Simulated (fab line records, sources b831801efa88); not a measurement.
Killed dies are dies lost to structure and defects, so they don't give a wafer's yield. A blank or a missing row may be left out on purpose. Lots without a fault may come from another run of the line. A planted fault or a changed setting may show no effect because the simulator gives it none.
A struck lot beside a sound one | flow gf180mcu | 17 steps out of a route of 602
Sound: wafers L993.1, L993.4, L993.5. Struck: wafers L988.1, L988.5, L988.6. The cause comes at the end.
At each step with rows: each side's tool, then ch and its chambers, then its first start. Under that, the readings that differ: sound wafers | struck wafers | difference of the means | sigmas: that difference in standard deviations of wafers without a fault.
alike: readings whose means differ by less than 2 such deviations, and words and numbers that are the same on both sides. not compared: withheld readings, readings that some wafer has no value for, bounds like >300 that may hide the same value, and numbers for which the record gives no deviation and whose values overlap.
The two part at a step that has a row with sigmas, a row that says differs or no value, or rows on one side only. Numbers that don't overlap but have no deviation are shown without sigmas and don't part them. A reading that every wafer of one side lacks parts them only if that side has two wafers or more.

first, 3 steps without rows for these wafers: GF_V5_EXPOSE_11 (exposes mask Via5, target cd 260 nm); GF_V5_PEB_12 (peb time 90 s); GF_V5_DEVELOP_13 (develop time 60 s).
GF_V5_CD_MEAS_14: target cd 260 nm.
  sound on cd_sem-02, day 33 17:01; struck on cd_sem-02, day 32 12:10
  alike: cd_nm
GF_V5_OVL_MEAS_15:
  sound on overlay-01, day 33 17:08; struck on overlay-01, day 32 12:17
  alike: V5_OVL
GF_V5_ETCH_16: etches BARC in N2/H2.
  sound on rie_diel-03 ch 0,1, day 33 17:10; struck on rie_diel-04 ch 0,1,2, day 32 12:20
  alike: chamber_pressure_mTorr, drypump_motor_current_A, n2_flow_sccm, oes_product_au, throttle_valve_pct
GF_V5_ETCH_17: etches SiO2 in C4F8/O2/Ar, stops on TiN, target depth 855 nm.
  sound on rie_diel-03 ch 0,1; struck on rie_diel-04 ch 0,1,2
  alike: chamber_pressure_mTorr, oes_product_au
GF_V5_STRIP_18: strips in O2/N2.
  sound on plasma_asher-03 ch 0,1, day 33 17:19; struck on plasma_asher-01 ch 0,1, day 32 12:29
  alike: chamber_pressure_mTorr, drypump_motor_current_A, heater_power_w, n2_flow_sccm, oes_product_au
  not compared: rf_hours_counter_h
then, 2 steps without rows for these wafers: GF_V5_STRIP_19 (strips in post etch residue remover, time 1200 s); GF_V5_CLEAN_20 (cleans in DIW).
GF_V5_SPUTTER_21: material Ti, target thk 15 nm, time 80.02 s.
  sound on pvd_sputter-03, day 33 17:52; struck on pvd_sputter-01, day 32 13:01
  alike: cathode_dc_power_W, throttle_valve_pct
GF_V5_SPUTTER_22: material TiN, target thk 10 nm, time 40 s.
  sound on pvd_sputter-03, day 33 17:56; struck on pvd_sputter-01, day 32 13:04
  alike: cathode_dc_power_W, throttle_valve_pct
GF_V5_CVD_23: deposits W, target thk 350 nm, time 104.9 s.
  sound on cvd_w-02 ch 0,1, day 33 17:58; struck on cvd_w-01 ch 0,1, day 32 13:07
  alike: chamber_pressure_Torr, heater_power_w
GF_V5_RS_MEAS_24: measures by four-point-probe.
  sound on film_metro-02, day 33 18:05; struck on film_metro-02, day 32 13:13
  reading          | sound             | struck            | difference | sigmas
  V5_W_RS (ohm/sq) | 0.323 0.328 0.324 | 0.389 0.401 0.389 | +0.068     | +17
GF_V5_THK_MEAS_25: measures by xrf.
  sound on film_metro-02, day 33 18:12; struck on film_metro-02, day 32 13:20
  reading       | sound       | struck      | difference | sigmas
  V5_W_THK (nm) | 351 347 349 | 300 291 299 | -52        | -9
then, 2 steps without rows for these wafers: GF_V5_CMP_26 (polishes, stops on SiO2, t overpolish 15 s, target thk 0 nm); GF_PASSIVATION_PROBE_99.

WHERE THEY PART
First at GF_V5_RS_MEAS_24; last, within this record, at GF_V5_THK_MEAS_25.

WHY: what the simulator had put in
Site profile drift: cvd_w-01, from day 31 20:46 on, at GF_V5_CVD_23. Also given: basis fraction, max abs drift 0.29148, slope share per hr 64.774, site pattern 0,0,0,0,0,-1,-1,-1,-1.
